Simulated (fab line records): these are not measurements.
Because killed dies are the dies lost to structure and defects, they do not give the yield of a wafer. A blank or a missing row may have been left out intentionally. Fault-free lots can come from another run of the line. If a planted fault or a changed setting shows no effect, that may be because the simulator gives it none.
Which tool did it? / flow gf180mcu / Sampling: 11 lots, 33 wafers, 5 of 602 route steps

## WHAT THE GAUGES READ, wafer by wafer
GF_MVSD_TW_MEAS_11.
lot=L808; measured=day 4 10:32; on=filmMetro-04; MVSD_TW=1559 1566 1564
lot=L811; measured=day 5 03:58; on=filmMetro-04; MVSD_TW=1573 1571 1570
lot=L818; measured=day 6 20:26; on=filmMetro-03; MVSD_TW=1590 1590 1597
lot=L819; measured=day 7 03:55; on=filmMetro-04; MVSD_TW=1571 1577 1570
lot=L822; measured=day 7 21:55; on=filmMetro-02; MVSD_TW=1558 1563 1558
lot=L823; measured=day 8 04:17; on=filmMetro-03; MVSD_TW=1584 1603 1599
lot=L824; measured=day 8 07:39; on=filmMetro-03; MVSD_TW=1598 1591 1590
lot=L827; measured=day 9 01:57; on=filmMetro-03; MVSD_TW=1599 1600 1600
lot=L828; measured=day 9 07:10; on=filmMetro-02; MVSD_TW=1563 1568 1568
lot=L830; measured=day 9 20:19; on=filmMetro-04; MVSD_TW=1566 1567 1568
lot=L831; measured=day 10 01:47; on=filmMetro-03; MVSD_TW=1600 1593 1596

GF_PSD_RS_MEAS_14: the measuring method here is four-point-probe.
lot=L808; measured=day 14 04:49; on=filmMetro-01; NSD_RS (ohm/sq)=46.24 46.03 46.20
lot=L811; measured=day 15 11:47; on=filmMetro-03; NSD_RS (ohm/sq)=46.23 46.15 46.24
lot=L818; measured=day 17 19:19; on=filmMetro-02; NSD_RS (ohm/sq)=52.19 52.29 52.09
lot=L819; measured=day 18 04:49; on=filmMetro-03; NSD_RS (ohm/sq)=52.20 52.43 52.22
lot=L822; measured=day 19 10:03; on=filmMetro-03; NSD_RS (ohm/sq)=46.20 46.12 46.17
lot=L823; measured=day 19 22:08; on=filmMetro-02; NSD_RS (ohm/sq)=46.16 46.07 46.23
lot=L824; measured=day 19 22:41; on=filmMetro-01; NSD_RS (ohm/sq)=46.23 46.37 46.36
lot=L827; measured=day 20 22:20; on=filmMetro-01; NSD_RS (ohm/sq)=46.23 46.35 46.27
lot=L828; measured=day 21 05:53; on=filmMetro-02; NSD_RS (ohm/sq)=46.15 46.17 46.06
lot=L830; measured=day 22 00:10; on=filmMetro-02; NSD_RS (ohm/sq)=46.32 46.24 46.17
lot=L831; measured=day 22 05:04; on=filmMetro-01; NSD_RS (ohm/sq)=46.24 46.28 46.22

GF_CONTACT_THK_MEAS_03.
lot=L808; measured=day 15 03:17; on=filmMetro-04; CONTACT_CVD_02_THK (nm)=870 885 866
lot=L811; measured=day 16 10:17; on=filmMetro-03; CONTACT_CVD_02_THK (nm)=846 857 863
lot=L818; measured=day 18 20:19; on=filmMetro-03; CONTACT_CVD_02_THK (nm)=858 859 883
lot=L819; measured=day 19 05:29; on=filmMetro-03; CONTACT_CVD_02_THK (nm)=836 858 865
lot=L822; measured=day 20 11:22; on=filmMetro-02; CONTACT_CVD_02_THK (nm)=849 844 868
lot=L823; measured=day 20 23:22; on=filmMetro-03; CONTACT_CVD_02_THK (nm)=868 863 876
lot=L824; measured=day 20 23:44; on=filmMetro-04; CONTACT_CVD_02_THK (nm)=863 872 866
lot=L827; measured=day 21 23:20; on=filmMetro-03; CONTACT_CVD_02_THK (nm)=855 869 867
lot=L828; measured=day 22 07:04; on=filmMetro-04; CONTACT_CVD_02_THK (nm)=866 875 864
lot=L830; measured=day 23 00:29; on=filmMetro-02; CONTACT_CVD_02_THK (nm)=852 860 867
lot=L831; measured=day 23 05:34; on=filmMetro-02; CONTACT_CVD_02_THK (nm)=848 873 869

## TOOL THAT RAN EACH LOT (tool first, then ch and the chambers of the sampled wafers, then the start)
lot=L808; GF_NSD_IMPLANT_10=implanter-01 ch 0, day 13 07:44; GF_NSD_STRIP_11=plasmaAsher-04 ch 0,1, day 13 07:51
lot=L811; GF_NSD_IMPLANT_10=implanter-02 ch 0, day 14 14:07; GF_NSD_STRIP_11=plasmaAsher-04 ch 0, day 14 14:14
lot=L818; GF_NSD_IMPLANT_10=implanter-02 ch 0, day 16 19:19; GF_NSD_STRIP_11=plasmaAsher-01 ch 0,1, day 16 19:28
lot=L819; GF_NSD_IMPLANT_10=implanter-02 ch 0, day 17 05:19; GF_NSD_STRIP_11=plasmaAsher-01 ch 0,1, day 17 05:28
lot=L822; GF_NSD_IMPLANT_10=implanter-01 ch 0, day 18 10:38; GF_NSD_STRIP_11=plasmaAsher-04 ch 0, day 18 10:47
lot=L823; GF_NSD_IMPLANT_10=implanter-01 ch 0, day 18 21:16; GF_NSD_STRIP_11=plasmaAsher-03 ch 1, day 18 21:25
lot=L824; GF_NSD_IMPLANT_10=implanter-01 ch 0, day 18 21:53; GF_NSD_STRIP_11=plasmaAsher-03 ch 0,1, day 18 22:01
lot=L827; GF_NSD_IMPLANT_10=implanter-01 ch 0, day 19 21:43; GF_NSD_STRIP_11=plasmaAsher-04 ch 0,1, day 19 21:50
lot=L828; GF_NSD_IMPLANT_10=implanter-02 ch 0, day 20 05:14; GF_NSD_STRIP_11=plasmaAsher-04 ch 0,1, day 20 05:20
lot=L830; GF_NSD_IMPLANT_10=implanter-01 ch 0, day 21 00:16; GF_NSD_STRIP_11=plasmaAsher-01 ch 0,1, day 21 00:22
lot=L831; GF_NSD_IMPLANT_10=implanter-01 ch 0, day 21 05:07; GF_NSD_STRIP_11=plasmaAsher-03 ch 0,1, day 21 05:16
- GF_NSD_IMPLANT_10
- GF_NSD_STRIP_11: strips in O2/N2.

## WHAT THE TOOLS THEMSELVES READ (means of the sampled wafers that have a number; where no wafer has one, the mark that the record gives instead)
GF_NSD_IMPLANT_10.
lot=L808; tool=implanter-01; beamOnS (s)=9.81; doseIonsCm2=5.011e+14; endStationPressureTorr (Torr)=7.2e-06; faradayCurrentUA=2831; tiltDeg (degrees)=7.001
lot=L811; tool=implanter-02; beamOnS (s)=10.02; doseIonsCm2=5.001e+14; endStationPressureTorr (Torr)=7.1e-06; faradayCurrentUA=2785; tiltDeg (degrees)=6.996
lot=L818; tool=implanter-02; beamOnS (s)=10.21; doseIonsCm2=4.980e+13; endStationPressureTorr (Torr)=5.3e-06; faradayCurrentUA=275; tiltDeg (degrees)=6.991
lot=L819; tool=implanter-02; beamOnS (s)=10.02; doseIonsCm2=5.013e+13; endStationPressureTorr (Torr)=5.1e-06; faradayCurrentUA=280; tiltDeg (degrees)=7.025
lot=L822; tool=implanter-01; beamOnS (s)=9.69; doseIonsCm2=4.997e+14; endStationPressureTorr (Torr)=7.4e-06; faradayCurrentUA=2864; tiltDeg (degrees)=6.983
lot=L823; tool=implanter-01; beamOnS (s)=9.82; doseIonsCm2=5.005e+14; endStationPressureTorr (Torr)=7.3e-06; faradayCurrentUA=2834; tiltDeg (degrees)=6.980
lot=L824; tool=implanter-01; beamOnS (s)=9.86; doseIonsCm2=5.005e+14; endStationPressureTorr (Torr)=7.2e-06; faradayCurrentUA=2819; tiltDeg (degrees)=7.001
lot=L827; tool=implanter-01; beamOnS (s)=9.76; doseIonsCm2=4.997e+14; endStationPressureTorr (Torr)=7.4e-06; faradayCurrentUA=2845; tiltDeg (degrees)=7.037
lot=L828; tool=implanter-02; beamOnS (s)=10.14; doseIonsCm2=5.004e+14; endStationPressureTorr (Torr)=7.5e-06; faradayCurrentUA=2749; tiltDeg (degrees)=7.040
lot=L830; tool=implanter-01; beamOnS (s)=9.86; doseIonsCm2=4.996e+14; endStationPressureTorr (Torr)=7.3e-06; faradayCurrentUA=2820; tiltDeg (degrees)=6.988
lot=L831; tool=implanter-01; beamOnS (s)=9.92; doseIonsCm2=4.997e+14; endStationPressureTorr (Torr)=7.3e-06; faradayCurrentUA=2809; tiltDeg (degrees)=7.007

GF_NSD_STRIP_11.
lot=L808; tool=plasmaAsher-04; drypumpMotorCurrentA (A)=5.5; heaterPowerW (W)=311; oesProductAu (a.u.)=0.480; stripTimeToEndpointS (s)=22.93
lot=L811; tool=plasmaAsher-04; drypumpMotorCurrentA (A)=5.6; heaterPowerW (W)=322; oesProductAu (a.u.)=0.486; stripTimeToEndpointS (s)=22.99
lot=L818; tool=plasmaAsher-01; drypumpMotorCurrentA (A)=5.5; heaterPowerW (W)=320; oesProductAu (a.u.)=0.495; stripTimeToEndpointS (s)=22.45
lot=L819; tool=plasmaAsher-01; drypumpMotorCurrentA (A)=5.7; heaterPowerW (W)=352; oesProductAu (a.u.)=0.487; stripTimeToEndpointS (s)=22.47
lot=L822; tool=plasmaAsher-04; drypumpMotorCurrentA (A)=5.7; heaterPowerW (W)=323; oesProductAu (a.u.)=0.490; stripTimeToEndpointS (s)=23.02
lot=L823; tool=plasmaAsher-03; drypumpMotorCurrentA (A)=6.6; heaterPowerW (W)=361; oesProductAu (a.u.)=0.486; stripTimeToEndpointS (s)=22.94
lot=L824; tool=plasmaAsher-03; drypumpMotorCurrentA (A)=6.6; heaterPowerW (W)=332; oesProductAu (a.u.)=0.485; stripTimeToEndpointS (s)=22.95
lot=L827; tool=plasmaAsher-04; drypumpMotorCurrentA (A)=5.5; heaterPowerW (W)=310; oesProductAu (a.u.)=0.487; stripTimeToEndpointS (s)=22.97
lot=L828; tool=plasmaAsher-04; drypumpMotorCurrentA (A)=5.4; heaterPowerW (W)=296; oesProductAu (a.u.)=0.488; stripTimeToEndpointS (s)=22.94
lot=L830; tool=plasmaAsher-01; drypumpMotorCurrentA (A)=5.5; heaterPowerW (W)=317; oesProductAu (a.u.)=0.487; stripTimeToEndpointS (s)=22.99
lot=L831; tool=plasmaAsher-03; drypumpMotorCurrentA (A)=6.6; heaterPowerW (W)=333; oesProductAu (a.u.)=0.488; stripTimeToEndpointS (s)=22.89

## THE ANSWER, worked out from the rows above alone
Rule: the lots themselves supply what counts as usual. The widest of any qualifying gaps counts: lots, ordered by their means at a reading, are off when they make up no more than a third of the lots, leave a main group of 4 or more, and stand apart from it by 3 or more times the standard deviation of that group's means. A main group whose means are all the same, to the digits that the tables above print for the reading, isn't used. A lot without any number at a reading at which 4 lots or more have one is off too. All remaining lots with rows at the step are treated as sound. The gauges are gone through in route order, then the tools' own readings, and for those a lot's mean is taken as printed above. The first step at which some lot is off is used, and at that step the reading that is off furthest; a lot without a number counts as furthest.
Off: L818, L819, at GF_PSD_RS_MEAS_14 (NSD_RS). The main group has a mean of 46.21 ohm/sq with a standard deviation of 0.062.
If a tool, at a process step before that reading, ran all the lots that are off and no sound lot after the first of them, it fits. The gauges at GF_PSD_RS_MEAS_14 aren't tried: what is off there is off at GF_NSD_IMPLANT_10 too, on other tools, and a gauge's error can't cause that. Not one of the candidates tried fits.

## WHAT THE SIMULATOR HAD PUT IN
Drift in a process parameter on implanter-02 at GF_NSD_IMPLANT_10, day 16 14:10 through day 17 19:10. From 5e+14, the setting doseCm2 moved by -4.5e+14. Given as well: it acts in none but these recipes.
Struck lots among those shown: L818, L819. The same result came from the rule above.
